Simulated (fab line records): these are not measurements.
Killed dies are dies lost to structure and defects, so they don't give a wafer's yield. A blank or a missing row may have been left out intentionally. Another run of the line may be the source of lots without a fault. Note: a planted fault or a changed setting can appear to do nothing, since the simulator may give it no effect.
Lot-split experiment | flow gf180mcu | 5 lots, 23 wafers read, on a route of 602 steps

## THE SPLIT ITSELF
At GF_MIM_CVD_05 (deposits Si3N4, target thk 42 nm, time 29.086 s), the setting time-s was moved away from the recipe's 29.086 s on 9 of the 23 wafers read, by -10.3% to +10.6%. For the rest of the wafers, this setting stayed at what the recipe calls for.

No step appears in the file between the split and the reading.

## THE READING
MIM_CVD_05_THK in nanometres, read at GF_MIM_THK_MEAS_06. A value of 41.9 nm with a standard deviation of 0.59 nm is what fault-free wafers of this fab line usually give.

wafer  | tool, chamber at the split | time-s as run, s | against the recipe | MIM_CVD_05_THK, nm | against lot-mates on the recipe
L074.1 | pecvd-01, 2                | 29.086           | recipe             | 41.8               | -
L074.2 | pecvd-01, 0                | 26.1             | -10.3%             | 37.3               | -4.8
L074.3 | pecvd-01, 2                | 26.1             | -10.3%             | 38.3               | -3.8
L074.4 | pecvd-01, 0                | 29.086           | recipe             | 42.5               | -
L074.5 | pecvd-01, 0                | 29.086           | recipe             | 42.1               | -
L076.2 | pecvd-03, 0                | 29.086           | recipe             | 40.6               | -
L076.3 | pecvd-03, 1                | 29.086           | recipe             | 40.9               | -
L076.6 | pecvd-03, 1                | 29.086           | recipe             | 41.4               | -
L077.1 | pecvd-01, 0                | 32.18            | +10.6%             | 45.7               | +3.6
L077.3 | pecvd-01, 2                | 29.086           | recipe             | 41.8               | -
L077.4 | pecvd-01, 1                | 32.18            | +10.6%             | 45.8               | +3.7
L077.5 | pecvd-01, 0                | 29.086           | recipe             | 41.8               | -
L077.6 | pecvd-01, 2                | 29.086           | recipe             | 42.7               | -
L082.2 | pecvd-02, 1                | 29.086           | recipe             | 42.0               | -
L082.3 | pecvd-02, 0                | 29.086           | recipe             | 41.7               | -
L082.4 | pecvd-02, 2                | 27.52            | -5.4%              | 40.0               | -2.0
L082.5 | pecvd-02, 0                | 29.086           | recipe             | 42.4               | -
L082.6 | pecvd-02, 1                | 27.52            | -5.4%              | 39.4               | -2.6
L084.1 | pecvd-03, 1                | 26.56            | -8.7%              | 39.0               | -3.9
L084.2 | pecvd-03, 0                | 26.56            | -8.7%              | 38.4               | -4.5
L084.3 | pecvd-03, 2                | 29.086           | recipe             | 42.5               | -
L084.4 | pecvd-03, 0                | 26.56            | -8.7%              | 39.2               | -3.6
L084.5 | pecvd-03, 2                | 29.086           | recipe             | 43.2               | -

THE FIT
A straight line over all 23 wafers: MIM_CVD_05_THK changes by +0.373 nm for each +1% of time-s; r = +0.96; the points scatter about the line by 0.61 nm.
The same after taking each lot's own level away (the mean of its wafers on the recipe; 23 wafers): +0.402 nm for each +1%; r = +0.98; scatter 0.42 nm.
On that fit, the largest move of time-s shifts the reading by 4.3 nm.
Measured against the standard deviation above, the lots' own levels, which go from 40.97 to 42.85 nm, span 3.2 times it.
Consequently the slope shifts little with the lot-to-lot level, the two slopes agreeing.
Check: with one of the wafers moved furthest among these (+10.6%) left out of the fit, the line predicts +4.32 nm for it against its lot-mates. It came out at +3.6 nm against them.

## THE OTHER SPLITS THESE WAFERS WENT THROUGH
Before the reading, these wafers also passed through other splits. Each is held against what the fit with the lots' levels taken away leaves over:
other split on the same wafers  | wafers away from the commonest value | r with MIM_CVD_05_THK (lot level and that fit taken away)
GF_V3_DEVELOP_13 develop-time-s | 9                                    | +0.20
GF_V3_SPUTTER_21 power-w        | 9                                    | +0.23
GF_M4_SPUTTER_04 power-w        | 9                                    | +0.13
GF_V4_SPUTTER_21 power-w        | 10                                   | +0.01

## THE WHOLE CHAIN: every reading that the file lists as answering this split, in the file's order
step               | what it does                                    | reading                                                                     | change (the file's fit)               | r (the file's)
GF_MIM_CVD_05      | deposits Si3N4, target thk 42 nm, time 29.086 s | Si3N4_of_MIM_CVD_05.thk-nm (the simulator's own value, which no gauge read) | +0.403 nm for each +1% of the setting | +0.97
GF_MIM_THK_MEAS_06 |                                                 | MIM_CVD_05_THK                                                              | +0.402 for each +1% of the setting    | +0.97

## THE FILE'S OWN FIT
MIM_CVD_05_THK changes by +0.402 nm for each +1% of time-s, r = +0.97.
